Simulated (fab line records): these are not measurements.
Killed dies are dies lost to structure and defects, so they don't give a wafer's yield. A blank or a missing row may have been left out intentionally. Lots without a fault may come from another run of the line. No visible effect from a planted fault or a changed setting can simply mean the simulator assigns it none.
Which tool was responsible? :: flow gf180mcu :: 42 wafers from 14 lots sampled at 3 of the route's 602 steps

WHAT THE GAUGES SHOWED, per wafer
GF_TOP_METAL_OVL_MEAS_15.
lot: L781
measured: day 28 01:37
on: overlay-02
TOP_METAL_OVL (nm): 0.0 -0.3 -0.5

lot: L782
measured: day 28 09:43
on: overlay-02
TOP_METAL_OVL (nm): 2.3 1.0 2.4

lot: L784
measured: day 29 02:04
on: overlay-02
TOP_METAL_OVL (nm): 1.6 0.1 -0.8

lot: L786
measured: day 29 23:57
on: overlay-02
TOP_METAL_OVL (nm): 2.9 2.4 2.6

lot: L787
measured: day 30 07:16
on: overlay-02
TOP_METAL_OVL (nm): -0.3 -0.4 -0.3

lot: L789
measured: day 30 13:25
on: overlay-01
TOP_METAL_OVL (nm): 0.3 1.3 1.0

lot: L790
measured: day 31 01:20
on: overlay-01
TOP_METAL_OVL (nm): -0.1 1.2 0.6

lot: L793
measured: day 31 22:13
on: overlay-01
TOP_METAL_OVL (nm): 0.3 1.6 2.2

lot: L795
measured: day 32 05:21
on: overlay-02
TOP_METAL_OVL (nm): -1.9 0.4 1.4

lot: L796
measured: day 32 12:13
on: overlay-01
TOP_METAL_OVL (nm): -1.6 -1.4 -2.5

lot: L797
measured: day 32 18:57
on: overlay-02
TOP_METAL_OVL (nm): -0.9 -0.9 -0.2

lot: L799
measured: day 33 13:34
on: overlay-01
TOP_METAL_OVL (nm): 1.0 0.0 1.8

lot: L801
measured: day 33 18:56
on: overlay-02
TOP_METAL_OVL (nm): -0.3 -0.3 -1.8

lot: L802
measured: day 33 22:07
on: overlay-02
TOP_METAL_OVL (nm): 0.5 1.1 -0.2

EACH LOT AND THE TOOL THAT RAN IT (in order: tool; ch and the chambers of the sampled wafers; start)
lot: L781
GF_STI_WET_ETCH_26: wet_bench-04 ch 1, day 2 03:38
GF_M5_ETCH_09: rie_diel-01 ch 0,1,3, day 26 05:15

lot: L782
GF_STI_WET_ETCH_26: wet_bench-01 ch 2, day 2 08:49
GF_M5_ETCH_09: rie_diel-01 ch 2,3, day 26 14:21

lot: L784
GF_STI_WET_ETCH_26: wet_bench-02 ch 1, day 2 18:56
GF_M5_ETCH_09: rie_diel-03 ch 0,2, day 27 07:33

lot: L786
GF_STI_WET_ETCH_26: wet_bench-02 ch 0, day 3 08:08
GF_M5_ETCH_09: rie_diel-01 ch 2,3, day 28 05:51

lot: L787
GF_STI_WET_ETCH_26: wet_bench-02 ch 3, day 3 10:41
GF_M5_ETCH_09: rie_diel-03 ch 0,1,2, day 28 13:59

lot: L789
GF_STI_WET_ETCH_26: wet_bench-02 ch 1, day 3 23:02
GF_M5_ETCH_09: rie_diel-03 ch 0,2,3, day 28 20:35

lot: L790
GF_STI_WET_ETCH_26: wet_bench-02 ch 1, day 4 03:07
GF_M5_ETCH_09: rie_diel-03 ch 1,3, day 29 09:06

lot: L793
GF_STI_WET_ETCH_26: wet_bench-04 ch 3, day 4 21:24
GF_M5_ETCH_09: rie_diel-03 ch 1,3, day 30 07:00

lot: L795
GF_STI_WET_ETCH_26: wet_bench-02 ch 3, day 5 05:24
GF_M5_ETCH_09: rie_diel-03 ch 0,2,3, day 30 15:56

lot: L796
GF_STI_WET_ETCH_26: wet_bench-02 ch 2, day 5 10:04
GF_M5_ETCH_09: rie_diel-02 ch 0,3, day 30 21:48

lot: L797
GF_STI_WET_ETCH_26: wet_bench-02 ch 0, day 5 14:25
GF_M5_ETCH_09: rie_diel-02 ch 0,1,3, day 31 05:48

lot: L799
GF_STI_WET_ETCH_26: wet_bench-02 ch 0, day 6 00:14
GF_M5_ETCH_09: rie_diel-02 ch 0,1,3, day 32 04:03

lot: L801
GF_STI_WET_ETCH_26: wet_bench-04 ch 3, day 6 13:08
GF_M5_ETCH_09: rie_diel-03 ch 0,1,3, day 32 07:24

lot: L802
GF_STI_WET_ETCH_26: wet_bench-01 ch 0, day 6 17:02
GF_M5_ETCH_09: rie_diel-01 ch 0,1,2, day 32 09:50
- GF_STI_WET_ETCH_26: etches SiO2 in dHF, target depth 94 nm, time 188 s.
- GF_M5_ETCH_09: etches Si3N4 in CF4/O2, target depth 52 nm, time 11.6 s.

AS READ BY THE TOOLS THEMSELVES (means over the sampled wafers that have a number; for cases with no such wafer, the mark the record gives instead)
GF_M5_ETCH_09.
lot: L781
tool: rie_diel-01
drypump_motor_current_A (A): 5.9
oes_product_au (a.u.): 1.007
throttle_valve_pct (%): 5.982

lot: L782
tool: rie_diel-01
drypump_motor_current_A (A): 6.5
oes_product_au (a.u.): 1.017
throttle_valve_pct (%): 5.968

lot: L784
tool: rie_diel-03
drypump_motor_current_A (A): 5.7
oes_product_au (a.u.): 1.003
throttle_valve_pct (%): 5.970

lot: L786
tool: rie_diel-01
drypump_motor_current_A (A): 6.4
oes_product_au (a.u.): 1.002
throttle_valve_pct (%): 5.966

lot: L787
tool: rie_diel-03
drypump_motor_current_A (A): 5.5
oes_product_au (a.u.): 0.999
throttle_valve_pct (%): 5.972

lot: L789
tool: rie_diel-03
drypump_motor_current_A (A): 5.7
oes_product_au (a.u.): 0.997
throttle_valve_pct (%): 5.970

lot: L790
tool: rie_diel-03
drypump_motor_current_A (A): 5.5
oes_product_au (a.u.): 1.020
throttle_valve_pct (%): 5.969

lot: L793
tool: rie_diel-03
drypump_motor_current_A (A): 5.5
oes_product_au (a.u.): 1.014
throttle_valve_pct (%): 5.968

lot: L795
tool: rie_diel-03
drypump_motor_current_A (A): 5.7
oes_product_au (a.u.): 0.999
throttle_valve_pct (%): 5.968

lot: L796
tool: rie_diel-02
drypump_motor_current_A (A): 5.6
oes_product_au (a.u.): 0.989
throttle_valve_pct (%): 5.959

lot: L797
tool: rie_diel-02
drypump_motor_current_A (A): 5.5
oes_product_au (a.u.): 1.007
throttle_valve_pct (%): 5.980

lot: L799
tool: rie_diel-02
drypump_motor_current_A (A): 5.5
oes_product_au (a.u.): 0.993
throttle_valve_pct (%): 5.961

lot: L801
tool: rie_diel-03
drypump_motor_current_A (A): 5.5
oes_product_au (a.u.): 1.006
throttle_valve_pct (%): 5.973

lot: L802
tool: rie_diel-01
drypump_motor_current_A (A): 6.0
oes_product_au (a.u.): 1.000
throttle_valve_pct (%): 5.967

THE ANSWER, worked out from the rows above alone
Rule: usual is defined by the lots themselves. Put in order of their means at a reading, lots are off if they are a third of the lots or fewer, leave a main group of 4 or more, and stand apart from it by a gap of 3 or more times the standard deviation of the main group's means; of several such gaps the widest counts. The tables above print the reading to a certain number of digits; a main group whose means all agree to those digits is not used. A lot without any number at a reading at which 4 lots or more have one is off too. All remaining lots with rows at the step are treated as sound. Order of review: gauges by route order, followed by the tools' own readings, for which a lot's mean as printed above is used. At the first step where some lot is off, the reading lying furthest off is the one used; lots without a number count as furthest.
Across all readings shown, no lot is off: no conclusion can be drawn from this.

WHAT HAD BEEN PUT IN BY THE SIMULATOR
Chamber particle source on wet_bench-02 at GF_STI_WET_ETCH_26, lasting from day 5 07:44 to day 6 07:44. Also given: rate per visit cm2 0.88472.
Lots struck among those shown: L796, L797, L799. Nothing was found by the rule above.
